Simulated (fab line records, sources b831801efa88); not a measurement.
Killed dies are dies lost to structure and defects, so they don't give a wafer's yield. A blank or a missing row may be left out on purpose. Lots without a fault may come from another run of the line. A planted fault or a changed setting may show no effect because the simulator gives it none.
A struck lot beside a sound one | flow sky130 | 14 steps out of a route of 708
Sound: wafers L505.2, L505.3, L505.6. Struck: wafers L514.3, L514.4, L514.5. The cause comes at the end.
At each step with rows: each side's tool, then ch and its chambers, then its first start. Under that, the readings that differ: sound wafers | struck wafers | difference of the means | sigmas: that difference in standard deviations of wafers without a fault.
alike: readings whose means differ by less than 2 such deviations, and words and numbers that are the same on both sides. not compared: withheld readings, readings that some wafer has no value for, bounds like >300 that may hide the same value, and numbers for which the record gives no deviation and whose values overlap.
The two part at a step that has a row with sigmas, a row that says differs or no value, or rows on one side only. Numbers that don't overlap but have no deviation are shown without sigmas and don't part them. A reading that every wafer of one side lacks parts them only if that side has two wafers or more.

first, 5 steps without rows for these wafers: SKY_SD_N_COAT_02 (resist thk 1140 nm); SKY_SD_N_SOFTBAKE_03 (time 60 s); SKY_SD_N_EXPOSE_04 (exposes mask NSDM, target cd 380 nm); SKY_SD_N_PEB_05; SKY_SD_N_DEVELOP_06 (develop time 60 s).
SKY_SD_N_CD_MEAS_07: target cd 380 nm.
  sound on cd_sem-01, day 29 13:09; struck on cd_sem-01, day 32 05:44
  reading    | sound             | struck            | difference | sigmas
  cd_nm (nm) | 384.4 384.8 383.5 | 376.6 378.4 378.8 | -6.3       | -3
SKY_SD_N_OVL_MEAS_08:
  sound on overlay-01, day 29 13:16; struck on overlay-01, day 32 05:50
  alike: SD_N_OVL
then, 2 steps without rows for these wafers: SKY_SD_N_IMPLANT_09; SKY_SD_N_IMPLANT_10.
SKY_SD_N_STRIP_11: strips in O2/N2.
  sound on plasma_asher-02 ch 0,1, day 29 13:35; struck on plasma_asher-02 ch 0,1, day 32 06:11
  alike: drypump_motor_current_A, oes_product_au, strip_time_to_endpoint_s
  not compared: rf_hours_counter_h
SKY_SD_N_TW_MEAS_12:
  sound on film_metro-01, day 29 13:42; struck on film_metro-04, day 32 06:17
  alike: SD_N_TW
then, 1 step without rows for these wafers: SKY_SD_N_CLEAN_13 (cleans in SC1/SC2, time 150 s).
SKY_SD_N_RTA_14: time 2 s.
  sound on rtp_anneal-02 ch 0, day 29 13:49; struck on rtp_anneal-01 ch 0, day 32 06:23
  reading           | sound                | struck               | difference | sigmas
  ramp_down_c_per_s | 90.000 89.999 90.006 | 36.017 35.982 36.001 | -54.002    | -99 or more
  alike: lamp_power_pct, wafer_temp_C_max
-- the record jumps here: 17 days lie between the struck wafers' starts before and after (it left off in module SD_N and takes up again in module PAD_OPEN, whose first step shown is number 708 of the route) --
SKY_PAD_OPEN_PROBE_99:
  sound on prober-02, day 46 20:34; struck on prober-02, day 48 20:57
  reading                             | sound             | struck          | difference | sigmas
  killed_at_M0_to_M3                  | 56 55 60          | 37 44 37        | -18        | -2
  model.etest.pfet_01v8.r_on_ohm_um   | 2854 2818 2897    | 2806 2759 2785  | -73        |
  model.etest.res_pdiff.line_ohm_um   | 1332 1325 1352    | 1323 1324 1312  | -17        |
  model.etest.res_high_po.line_ohm_um | 720.9 722.7 717.6 | 711.7 707.1 711 | -10.5      |
  alike: killed_at_M4_up, killed_at_contacts, killed_at_front_end, killed_at_other, killed_dies, killed_open, killed_short
  not compared: model.etest.res_xhigh_po.line_ohm_um, model.etest.res_xhigh_po.rs_ohm_sq, model.etest.licon_pdiff.rc_ohm, model.etest.licon_high_po.rc_ohm, model.etest.res_high_po.rs_ohm_sq

WHERE THEY PART
First at SKY_SD_N_CD_MEAS_07; last, within this record, at SKY_PAD_OPEN_PROBE_99.

WHY: what the simulator had put in
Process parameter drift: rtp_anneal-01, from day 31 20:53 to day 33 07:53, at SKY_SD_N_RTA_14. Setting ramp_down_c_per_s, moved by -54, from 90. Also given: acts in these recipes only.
